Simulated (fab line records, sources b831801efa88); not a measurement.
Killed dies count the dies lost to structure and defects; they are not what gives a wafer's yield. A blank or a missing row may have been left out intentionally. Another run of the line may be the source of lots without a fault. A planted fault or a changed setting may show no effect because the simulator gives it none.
The tool behind it: which one? ; flow sky130 ; 36 wafers from 12 lots sampled at 2 of the route's 708 steps

WHAT THE GAUGES SHOWED, per wafer
SKY_VIA3_RS_MEAS_22: measurement is done with a four-point probe. Usual: VIA3_W_RS 0.293 ohm/sq, standard deviation 0.0058.
lot;measured;on;VIA3_W_RS (ohm/sq);flag
L260;day 39 08:05;filmMetro-02;0.290 0.297 0.293;
L261;day 40 00:29;filmMetro-01;0.291 0.297 0.299;
L262;day 40 10:02;filmMetro-01;0.297 0.299 0.300;
L263;day 40 16:55;filmMetro-04;0.285 0.301 0.286;
L264;day 40 23:48;filmMetro-02;0.288 0.291 0.292;
L265;day 41 08:03;filmMetro-01;0.292 0.290 0.294;
L266;day 41 14:47;filmMetro-04;0.284 0.302 0.284;
L268;day 42 03:41;filmMetro-02;0.288 0.302 0.288;
L272;day 43 11:04;filmMetro-01;0.290 0.289 0.297;
L278;day 44 21:31;filmMetro-01;0.304 0.290 0.292;
L279;day 45 03:18;filmMetro-02;0.298 0.290 0.292;
L281;day 45 11:01;filmMetro-04;0.285 0.286 0.298;

SKY_METAL4_OVL_MEAS_14. Usual: METAL4_OVL 3 nm, standard deviation 5.9.
lot;measured;on;METAL4_OVL (nm);flag
L260;day 41 10:13;overlay-02;0 8 6;
L261;day 42 01:01;overlay-01;14 8 12;
L262;day 42 11:13;overlay-02;0 3 1;
L263;day 42 17:07;overlay-01;13 10 13;
L264;day 43 00:58;overlay-01;6 0 1;
L265;day 43 08:13;overlay-01;4 -2 -5;
L266;day 43 14:07;overlay-02;10 8 4;
L268;day 44 03:08;overlay-01;3 9 8;
L272;day 45 08:08;overlay-02;4 1 -1;
L278;day 46 16:59;overlay-02;13 4 12;
L279;day 46 22:29;overlay-02;3 -5 -7;
L281;day 47 05:22;overlay-02;4 1 -8;

EACH LOT AND THE TOOL THAT RAN IT (in order: tool; ch and the chambers of the sampled wafers; start)
Before these readings, the record contains no process step.

WHAT THE TOOLS THEMSELVES READ (means of the sampled wafers that have a number; where no wafer has one, the mark that the record gives instead)
The record holds no such reading with a usual standard deviation.

THE ANSWER, worked out from the rows above alone
Rule: a lot counts as off when the mean over its wafers that have a number is more than 3 standard deviations away from the usual mean. A lot without any number at a reading at which 4 lots or more have one is off too. Where the step has rows for the other lots, those lots are counted as sound. Order of review: gauges by route order, followed by the tools' own readings, for which a lot's mean as printed above is used. The first step at which some lot is off is used, and at that step the reading that is off furthest; a lot without a number counts as furthest.
Across all readings shown, no lot is off: no conclusion can be drawn from this.

WHAT THE SIMULATOR HAD PUT IN
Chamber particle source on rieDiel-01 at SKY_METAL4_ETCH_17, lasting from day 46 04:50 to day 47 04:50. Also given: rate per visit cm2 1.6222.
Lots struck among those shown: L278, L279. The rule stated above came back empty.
